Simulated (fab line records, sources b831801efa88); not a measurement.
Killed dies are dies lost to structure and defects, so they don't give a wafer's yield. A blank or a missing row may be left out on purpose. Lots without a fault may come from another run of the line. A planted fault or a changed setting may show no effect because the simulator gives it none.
fab line records | flow sky130
record lots=24 wafers=72 last_day=50
route steps=708 shown LI_CONTACT@386 CONTACT@421 VIA3@594 METAL4@601 VIA4@660 PAD_OPEN@707
lots that met no fault: from a run of the same line without faults
start_h: hours from the record's first day to the start of the lot's first wafer shown | wait_h: hours since the lot's step before | " the same as in the row above | L1.1+2: a row that stands for several wafers | - no value, or no start given | * or withheld: withheld | < > ~ a bound
route shown NAME@n: a module of which the file shows steps, and the number in the route of the first | usual: mean/standard deviation of fault-free wafers | same: alike in all rows | chamber/n: place in a boat | sites: the reading at each site | _std_site: their standard deviation | _edge_site: outer sites' mean less inner sites' | radius_mm: how far each site lies from the wafer's centre | mask NAME#n: copy n | behind: the tool/chamber that last shaped the wafer | hold: why the lot was held/for how many hours/how that ended | device: the transistor (n, p or np) that didn't switch | end of line: the same wafers' tests at the end of the route | a step without rows: its recipe alone | killed: dies lost to structure and defects at the first sort, not the wafer's yield | map: a wafer's dies, x killed, . not, _ none there
set.NAME: the setting as run; set.NAME@STEP: as run at that earlier step | model.NAME: the simulator's own value behind a step, which no gauge read
steps of the route over a sample of lots; a table a step, a row a wafer
services: from which hour (start_h, from the record's first day; less than 0 if before it) a tool's chamber was out of use, for how many hours, and why
## steps
# step SKY_LI_CONTACT_CMP_24
# recipe stop_on=PSG t_overpolish_s=20 down_force_psi=3.5 platen_rpm=60 target_thk_nm=0 pad_velocity_m_s=0.94248
# usual motor_current_A=11.3/1 overpolish_run_s=20.000/0.0093 time_to_endpoint_s=95/4.8
# columns lot.wafer tool chamber start_h wait_h motor_current_A overpolish_run_s time_to_endpoint_s
L074.1 cmp-02 2 679.50 0.5 10.7 20.008 90
L074.4 " 0 " " 11.2 20.009 99
L074.6 " 2 " " 11.3 19.993 87
L075.3 cmp-02 3 683.02 0.3 9.6 19.982 101
L075.5 " 1 " " 12.4 20.005 95
L075.6 " 2 " " 11.1 20.002 99
L076.4 cmp-02 2 706.83 0.2 10.9 20.004 88
L076.6 " 3 " " 9.8 19.989 92
L076.5 " 0 " " 10.7 20.015 99
L077.1 cmp-02 0 708.40 0.1 11.1 20.015 95
L077.4 " 1 " " 12.9 20.002 91
L077.6 " 3 " " 9.4 20.002 98
L079.2 cmp-01 1 708.43 0.1 10.2 20.008 98
L079.3 " 2 " " 12.4 20.011 96
L079.4 " 3 " " 11.4 20.005 98
L078.2 cmp-02 2 710.53 0.8 11.2 20.009 94
L078.5 " 1 " " 12.6 20.022 95
L078.6 " 2 " " 10.5 19.993 92
L080.3 cmp-02 0 735.27 0.1 11.1 19.988 99
L080.1 " 1 " " 11.9 19.999 97
L080.5 " 0 " " 10.4 19.999 102
L081.4 cmp-02 2 740.10 0.2 11.0 20.003 96
L081.1 " 0 " " 11.1 19.997 102
L081.5 " 2 " " 11.1 19.984 98
L082.1 cmp-02 1 748.37 0.1 13.0 20.004 95
L082.6 " 0 " " 10.6 19.998 99
L082.5 " 1 " " 12.3 19.993 90
L083.1 cmp-01 1 748.87 0.1 10.3 19.998 105
L083.3 " 3 " " 11.7 19.990 95
L083.6 " 2 " " 12.1 19.989 100
L085.4 cmp-02 1 750.91 0.0 13.0 20.004 95
L085.1 " 3 " " 10.3 20.005 98
L085.6 " 1 " " 12.1 20.000 95
L084.2 cmp-02 3 762.25 0.3 9.8 20.001 102
L084.5 " 0 " " 11.0 20.002 99
L084.6 " 1 " " 12.3 20.004 97
L086.4 cmp-02 3 780.30 0.1 9.8 20.011 97
L086.6 " 1 " " 12.1 20.006 90
L086.5 " 2 " " 11.3 20.005 86
L087.2 cmp-02 3 786.71 0.1 9.5 20.000 99
L087.1 " 0 " " 11.0 20.007 95
L087.6 " 2 " " 11.9 20.013 93
L088.2 cmp-02 2 803.04 0.1 10.9 19.997 88
L088.5 " 1 " " 13.3 19.998 94
L088.6 " 2 " " 10.9 20.000 90
L090.4 cmp-02 1 807.54 0.1 12.8 19.994 93
L090.1 " 2 " " 11.1 19.988 92
L090.2 " 3 " " 9.9 20.002 100
L089.3 cmp-02 1 807.95 0.1 12.4 19.990 100
L089.4 " 2 " " 11.1 19.998 96
L089.6 " 1 " " 11.9 19.991 105
L091.4 cmp-01 0 811.14 0.2 11.6 19.989 89
L091.6 " 1 " " 11.3 20.005 92
L091.5 " 2 " " 12.3 19.994 91
L092.2 cmp-01 1 814.30 0.0 11.3 19.994 93
L092.6 " 1 " " 10.4 20.008 98
L092.5 " 2 " " 12.4 19.997 87
L093.4 cmp-01 3 840.75 0.1 11.7 20.007 94
L093.1 " 0 " " 11.9 20.006 92
L093.5 " 3 " " 10.9 19.998 93
L094.3 cmp-01 2 845.11 0.2 13.0 20.000 95
L094.1 " 1 " " 11.0 20.002 91
L094.6 " 3 " " 11.6 20.007 89
L095.3 cmp-01 2 846.36 0.0 13.1 19.992 96
L095.1 " 1 " " 10.4 19.993 99
L095.5 " 3 " " 11.0 20.001 100
L096.4 cmp-01 0 849.95 0.1 12.9 19.999 92
L096.2 " 1 " " 10.5 19.995 94
L096.6 " 3 " " 11.7 19.984 90
L097.2 cmp-02 2 851.17 0.1 11.5 20.003 89
L097.3 " 0 " " 11.4 19.994 104
L097.6 " 2 " " 11.0 19.962 93
# step SKY_CONTACT_OVL_MEAS_15
# usual CONTACT_OVL=-1/6
# columns lot.wafer tool chamber start_h wait_h CONTACT_OVL[nm]
L074.1 overlay-02 - 737.24 0.1 -4
L074.4 " - " " -2
L074.6 " - " " 0
L075.3 overlay-01 - 738.70 0.1 6
L075.5 " - " " 8
L075.6 " - " " 0
L076.4 overlay-01 - 756.56 0.1 -7
L076.5 " - " " -8
L076.6 " - " " -6
L077.1 overlay-02 - 760.99 0.1 8
L077.4 " - " " 12
L077.6 " - " " 15
L079.2 overlay-01 - 761.14 0.1 -2
L079.3 " - " " -2
L079.4 " - " " 2
L078.2 overlay-02 - 764.69 0.1 0
L078.5 " - " " -4
L078.6 " - " " -6
L080.1 overlay-01 - 791.09 0.1 4
L080.3 " - " " -4
L080.5 " - " " 1
L081.1 overlay-02 - 795.69 0.1 4
L081.4 " - " " 11
L081.5 " - " " 3
L082.1 overlay-01 - 803.24 0.1 -4
L082.5 " - " " -7
L082.6 " - " " -5
L083.1 overlay-02 - 803.59 0.1 7
L083.3 " - " " 4
L083.6 " - " " 5
L085.1 overlay-01 - 805.04 0.1 -6
L085.4 " - " " -3
L085.6 " - " " 6
L084.2 overlay-02 - 816.35 0.1 -4
L084.5 " - " " 5
L084.6 " - " " 1
L086.4 overlay-01 - 834.91 0.1 -9
L086.5 " - " " -8
L086.6 " - " " -9
L087.1 overlay-01 - 841.44 0.1 -3
L087.2 " - " " 2
L087.6 " - " " -14
L088.2 overlay-02 - 856.95 0.1 -7
L088.5 " - " " -9
L088.6 " - " " -3
L090.1 overlay-01 - 860.84 0.1 -3
L090.2 " - " " 4
L090.4 " - " " -2
L089.3 overlay-01 - 862.35 0.1 -5
L089.4 " - " " 6
L089.6 " - " " -1
L091.4 overlay-01 - 864.41 0.1 -7
L091.5 " - " " -11
L091.6 " - " " -8
L092.2 overlay-02 - 868.40 0.1 -4
L092.5 " - " " 3
L092.6 " - " " -2
L093.1 overlay-02 - 894.04 0.1 -4
L093.4 " - " " -7
L093.5 " - " " -7
L094.1 overlay-02 - 897.54 0.1 11
L094.3 " - " " 11
L094.6 " - " " 5
L095.1 overlay-02 - 898.69 0.1 -3
L095.3 " - " " -8
L095.5 " - " " 4
L096.2 overlay-01 - 901.75 0.1 5
L096.4 " - " " -4
L096.6 " - " " 3
L097.2 overlay-01 - 905.15 0.1 -3
L097.3 " - " " -2
L097.6 " - " " -1
# step SKY_VIA3_CVD_21
# recipe material=W target_thk_nm=390 time_s=117.31 temp_c=400 pressure_torr=40
# usual heater_power_w=834/34
# columns lot.wafer tool chamber start_h wait_h heater_power_w
L074.1 cvd_w-02 0 932.89 0.0 848
L074.4 " 0 " " 854
L074.6 " 0 " " 866
L075.3 cvd_w-01 0 933.28 0.1 790
L075.5 " 0 " " 794
L075.6 " 1 " " 809
L076.4 cvd_w-02 0 953.23 0.1 871
L076.5 " 0 " " 876
L076.6 " 1 " " 850
L077.1 cvd_w-02 0 955.34 0.0 883
L077.4 " 0 " " 859
L077.6 " 0 " " 865
L079.2 cvd_w-02 1 956.29 0.0 845
L079.3 " 1 " " 825
L079.4 " 0 " " 873
L078.2 cvd_w-02 1 958.09 0.0 848
L078.5 " 0 " " 870
L078.6 " 1 " " 822
L080.1 cvd_w-02 0 978.29 0.0 880
L080.3 " 0 " " 878
L080.5 " 0 " " 864
L081.1 cvd_w-02 1 985.89 0.0 826
L081.4 " 0 " " 882
L081.5 " 1 " " 836
L083.1 cvd_w-01 1 989.58 0.0 795
L083.3 " 1 " " 776
L083.6 " 1 " " 788
L085.1 cvd_w-02 0 989.96 0.0 882
L085.4 " 1 " " 830
L085.6 " 1 " " 856
L082.1 cvd_w-02 1 990.28 0.0 860
L082.5 " 0 " " 863
L082.6 " 1 " " 842
L084.2 cvd_w-02 1 1001.48 0.0 839
L084.5 " 1 " " 827
L084.6 " 0 " " 842
L086.4 cvd_w-01 1 1016.78 0.1 786
L086.5 " 1 " " 782
L086.6 " 0 " " 789
L087.1 cvd_w-01 0 1023.71 0.0 787
L087.2 " 1 " " 819
L087.6 " 1 " " 792
L088.2 cvd_w-02 1 1035.12 0.0 840
L088.5 " 0 " " 880
L088.6 " 1 " " 840
L090.1 cvd_w-02 0 1038.74 0.0 877
L090.2 " 1 " " 843
L090.4 " 1 " " 840
L089.3 cvd_w-02 1 1040.87 0.1 848
L089.4 " 0 " " 879
L089.6 " 1 " " 830
L091.4 cvd_w-02 1 1046.55 0.1 837
L091.5 " 0 " " 879
L091.6 " 1 " " 830
L092.2 cvd_w-02 0 1047.73 0.0 885
L092.5 " 1 " " 846
L092.6 " 0 " " 897
L093.1 cvd_w-01 0 1069.99 0.0 777
L093.4 " 1 " " 772
L093.5 " 1 " " 811
L095.1 cvd_w-01 1 1071.59 0.0 814
L095.3 " 0 " " 784
L095.5 " 1 " " 790
L094.1 cvd_w-02 0 1074.14 0.0 883
L094.3 " 0 " " 860
L094.6 " 1 " " 852
L096.2 cvd_w-01 0 1078.20 0.0 794
L096.4 " 0 " " 776
L096.6 " 1 " " 797
L097.2 cvd_w-01 1 1080.57 0.0 823
L097.3 " 1 " " 826
L097.6 " 1 " " 796
# step SKY_METAL4_SPUTTER_03
# recipe material=Ti target_thk_nm=5 power_w=3000 time_s=3.3 chamber_pressure_pa=0.4
# usual throttle_valve_pct=30.3/1.3
# columns lot.wafer tool chamber start_h wait_h throttle_valve_pct
L074.1 pvd_sputter-01 - 933.58 0.0 27.3
L074.4 " - " " 30.8
L074.6 " - " " 32.1
L075.3 pvd_sputter-03 - 933.93 0.0 30.9
L075.5 " - " " 30.6
L075.6 " - " " 30.9
L076.4 pvd_sputter-01 - 953.88 0.0 30.5
L076.5 " - " " 32.1
L076.6 " - " " 30.5
L077.1 pvd_sputter-03 - 956.03 0.0 31.2
L077.4 " - " " 30.2
L077.6 " - " " 30.3
L079.2 pvd_sputter-01 - 956.98 0.0 29.8
L079.3 " - " " 30.6
L079.4 " - " " 32.2
L078.2 pvd_sputter-01 - 958.77 0.0 29.8
L078.5 " - " " 30.6
L078.6 " - " " 32.3
L080.1 pvd_sputter-03 - 978.98 0.0 29.8
L080.3 " - " " 30.7
L080.5 " - " " 29.8
L081.1 pvd_sputter-01 - 986.58 0.0 32.2
L081.4 " - " " 27.2
L081.5 " - " " 30.6
L083.1 pvd_sputter-03 - 990.27 0.0 30.0
L083.3 " - " " 31.3
L083.6 " - " " 31.1
L085.1 pvd_sputter-03 - 990.65 0.0 30.1
L085.4 " - " " 31.1
L085.6 " - " " 31.0
L082.1 pvd_sputter-03 - 990.98 0.0 30.9
L082.5 " - " " 31.2
L082.6 " - " " 30.1
L084.2 pvd_sputter-03 - 1002.59 0.0 29.8
L084.5 " - " " 29.9
L084.6 " - " " 30.9
L086.4 pvd_sputter-01 - 1017.71 0.0 32.0
L086.5 " - " " 30.3
L086.6 " - " " 32.1
L087.1 pvd_sputter-01 - 1024.58 0.0 29.9
L087.2 " - " " 30.5
L087.6 " - " " 31.8
L088.2 pvd_sputter-01 - 1035.82 0.0 32.2
L088.5 " - " " 30.2
L088.6 " - " " 32.1
L090.1 pvd_sputter-01 - 1039.43 0.0 29.7
L090.2 " - " " 27.5
L090.4 " - " " 30.4
L089.3 pvd_sputter-03 - 1041.51 0.0 31.2
L089.4 " - " " 30.3
L089.6 " - " " 30.2
L091.4 pvd_sputter-02 - 1047.20 0.0 30.8
L091.5 " - " " 29.9
L091.6 " - " " 30.9
L092.2 pvd_sputter-02 - 1048.42 0.0 30.7
L092.5 " - " " 31.0
L092.6 " - " " 29.9
L093.1 pvd_sputter-01 - 1070.68 0.0 32.1
L093.4 " - " " 30.0
L093.5 " - " " 27.2
L095.1 pvd_sputter-02 - 1072.28 0.0 29.5
L095.3 " - " " 30.0
L095.5 " - " " 29.7
L094.1 pvd_sputter-02 - 1074.90 0.0 30.4
L094.3 " - " " 30.1
L094.6 " - " " 30.7
L096.2 pvd_sputter-02 - 1078.89 0.0 30.4
L096.4 " - " " 30.1
L096.6 " - " " 30.7
L097.2 pvd_sputter-01 - 1081.26 0.0 30.4
L097.3 " - " " 32.1
L097.6 " - " " 30.3
# step SKY_VIA4_CMP_21
# recipe stop_on=SiO2 t_overpolish_s=25 down_force_psi=3.5 platen_rpm=60 target_thk_nm=0 pad_velocity_m_s=0.94248
# usual motor_current_A=11.3/0.98 overpolish_run_s=24.999/0.0095 time_to_endpoint_s=124/6.2
# columns lot.wafer tool chamber start_h wait_h motor_current_A overpolish_run_s time_to_endpoint_s
L074.1 cmp-02 1 1009.46 0.1 12.9 25.015 120
L074.4 " 3 " " 9.5 24.995 124
L074.6 " 1 " " 12.5 25.014 121
L075.3 cmp-02 0 1010.47 0.3 11.3 24.998 128
L075.6 " 3 " " 9.2 25.009 135
L075.5 " 0 " " 11.2 25.005 131
L076.4 cmp-02 1 1028.15 0.3 12.4 24.999 125
L076.6 " 2 " " 10.9 24.991 118
L076.5 " 3 " " 9.2 24.995 132
L077.1 cmp-02 3 1030.03 0.1 10.2 24.999 123
L077.4 " 0 " " 10.7 25.006 121
L077.6 " 1 " " 11.9 24.995 117
L079.4 cmp-02 2 1030.59 0.0 11.1 25.002 117
L079.2 " 3 " " 9.6 25.012 128
L079.3 " 1 " " 12.5 24.994 124
L078.2 cmp-02 0 1032.52 0.1 10.7 25.003 131
L078.6 " 2 " " 10.7 25.000 116
L078.5 " 3 " " 9.2 25.008 131
L080.3 cmp-01 1 1049.32 0.0 10.8 25.008 130
L080.1 " 3 " " 11.7 25.002 131
L080.5 " 2 " " 12.7 24.999 125
L081.4 cmp-01 1 1057.36 0.1 11.5 25.005 128
L081.1 " 2 " " 12.1 24.984 127
L081.5 " 3 " " 12.0 24.980 129
L083.1 cmp-02 1 1059.36 0.1 11.9 24.998 122
L083.3 " 3 " " 9.5 25.001 127
L083.6 " 2 " " 11.3 25.005 125
L085.1 cmp-01 2 1059.66 0.1 12.4 25.014 119
L085.4 " 0 " " 11.5 24.988 123
L085.6 " 2 " " 12.8 24.990 117
L082.1 cmp-01 1 1061.92 0.2 10.1 24.999 130
L082.6 " 2 " " 12.0 25.000 126
L082.5 " 3 " " 11.2 24.976 131
L084.2 cmp-02 2 1073.42 0.2 11.5 24.996 120
L084.5 " 3 " " 9.6 25.005 134
L084.6 " 0 " " 11.3 25.013 138
L086.4 cmp-02 0 1086.66 0.1 10.7 24.997 131
L086.5 " 2 " " 11.1 24.987 119
L086.6 " 3 " " 9.8 24.995 131
L087.2 cmp-01 1 1093.33 0.1 10.3 24.994 118
L087.1 " 2 " " 12.6 24.998 120
L087.6 " 1 " " 10.3 24.997 122
L088.2 cmp-01 0 1102.98 0.1 12.2 25.018 127
L088.6 " 3 " " 11.2 24.996 127
L088.5 " 0 " " 12.7 24.991 127
L090.1 cmp-02 0 1105.94 0.1 10.5 25.003 120
L090.2 " 1 " " 12.8 25.019 115
L090.4 " 2 " " 11.0 25.001 113
L089.4 cmp-02 2 1107.37 0.1 10.9 24.979 108
L089.3 " 0 " " 10.9 25.001 119
L089.6 " 2 " " 11.4 24.990 108
L091.4 cmp-01 0 1112.45 0.1 11.4 24.991 127
L091.6 " 3 " " 11.8 24.992 133
L091.5 " 0 " " 12.2 24.990 126
L092.2 cmp-02 2 1114.65 0.1 11.5 25.007 114
L092.6 " 1 " " 12.5 24.992 119
L092.5 " 2 " " 11.0 24.993 112
L093.4 cmp-02 2 1133.27 0.0 11.2 25.005 120
L093.1 " 1 " " 12.4 25.012 131
L093.5 " 2 " " 11.5 25.016 118
L095.1 cmp-01 3 1136.26 0.1 11.4 24.994 125
L095.3 " 0 " " 12.1 25.009 117
L095.5 " 2 " " 11.6 24.992 126
L094.1 cmp-01 0 1137.97 0.1 12.8 24.994 117
L094.3 " 3 " " 11.3 25.007 120
L094.6 " 0 " " 11.7 25.001 119
L096.2 cmp-01 3 1142.80 0.4 11.5 24.988 124
L096.4 " 0 " " 11.8 25.006 127
L096.6 " 3 " " 11.5 24.998 127
L097.2 cmp-01 1 1144.10 0.1 10.5 24.997 123
L097.3 " 2 " " 12.5 25.014 124
L097.6 " 0 " " 11.7 25.010 125
# step SKY_PAD_OPEN_BOW_MEAS_13
# recipe mode=bow
# usual PAD_OPEN_BOW=46/9.2
# columns lot.wafer tool chamber start_h wait_h PAD_OPEN_BOW[um]
L074.1 film_metro-02 - 1081.10 - 44
L074.4 " - " " 47
L074.6 " - " " 41
L075.3 film_metro-01 - 1081.26 - 45
L075.5 " - " " 45
L075.6 " - " " 64
L076.4 film_metro-02 - 1097.66 - 37
L076.5 " - " " 38
L076.6 " - " " 53
L077.1 film_metro-03 - 1099.10 - 57
L077.4 " - " " 64
L077.6 " - " " 65
L079.2 film_metro-03 - 1100.62 - 52
L079.3 " - " " 52
L079.4 " - " " 52
L078.2 film_metro-02 - 1102.12 - 55
L078.5 " - " " 52
L078.6 " - " " 40
L080.1 film_metro-01 - 1115.96 - 53
L080.3 " - " " 51
L080.5 " - " " 58
L081.1 film_metro-01 - 1123.08 - 43
L081.4 " - " " 45
L081.5 " - " " 56
L083.1 film_metro-01 - 1125.53 - 35
L083.3 " - " " 37
L083.6 " - " " 38
L082.1 film_metro-01 - 1127.03 - 46
L082.5 " - " " 45
L082.6 " - " " 50
L085.1 film_metro-03 - 1127.03 - 48
L085.4 " - " " 41
L085.6 " - " " 38
L084.2 film_metro-01 - 1136.14 - 52
L084.5 " - " " 56
L084.6 " - " " 60
L086.4 film_metro-02 - 1148.79 - 56
L086.5 " - " " 57
L086.6 " - " " 44
L087.1 film_metro-03 - 1153.57 - 39
L087.2 " - " " 45
L087.6 " - " " 54
L088.2 film_metro-02 - 1163.09 - 52
L088.5 " - " " 49
L088.6 " - " " 56
L090.1 film_metro-02 - 1164.94 - 33
L090.2 " - " " 47
L090.4 " - " " 34
L089.3 film_metro-02 - 1166.50 - 44
L089.4 " - " " 50
L089.6 " - " " 42
L091.4 film_metro-01 - 1169.55 - 60
L091.5 " - " " 53
L091.6 " - " " 53
L092.2 film_metro-03 - 1172.25 - 24
L092.5 " - " " 34
L092.6 " - " " 29
L093.1 film_metro-01 - 1187.62 - 33
L093.4 " - " " 39
L093.5 " - " " 28
L095.1 film_metro-02 - 1189.72 - 39
L095.3 " - " " 44
L095.5 " - " " 56
L094.1 film_metro-01 - 1192.15 - 28
L094.3 " - " " 46
L094.6 " - " " 40
L096.2 film_metro-03 - 1197.58 - 40
L096.4 " - " " 48
L096.6 " - " " 49
L097.2 film_metro-01 - 1198.94 - 25
L097.3 " - " " 34
L097.6 " - " " 31
## services
# columns tool chamber start_h hours kind
cmp-01 - 671.20 3.5 repair
cmp-01 - 671.65 2.3 repair
cmp-01 - 733.07 4.1 pm
cmp-01 - 742.47 1.5 repair
cmp-02 - 749.27 0.5 repair
cmp-01 - 751.26 8.9 pm
cmp-02 - 755.12 4.0 pm
cmp-01 - 760.17 4.5 pm
cmp-02 - 778.03 1.2 repair
cmp-02 - 787.16 1.4 repair
cmp-02 - 817.41 0.7 repair
cmp-02 - 822.45 20.0 pm
cmp-02 - 876.03 6.0 pm
cmp-01 - 912.13 4.0 pm
cmp-02 - 928.41 5.1 pm
cmp-01 - 945.39 8.3 repair
cmp-02 - 956.80 0.3 repair
cmp-01 - 1003.91 0.9 repair
cmp-01 - 1012.06 17.0 repair
cmp-01 - 1019.44 1.6 repair
cmp-01 - 1037.47 1.1 repair
cmp-02 - 1043.21 2.9 repair
cmp-02 - 1082.43 4.0 pm
cmp-01 - 1127.60 5.5 pm
## key
fault none
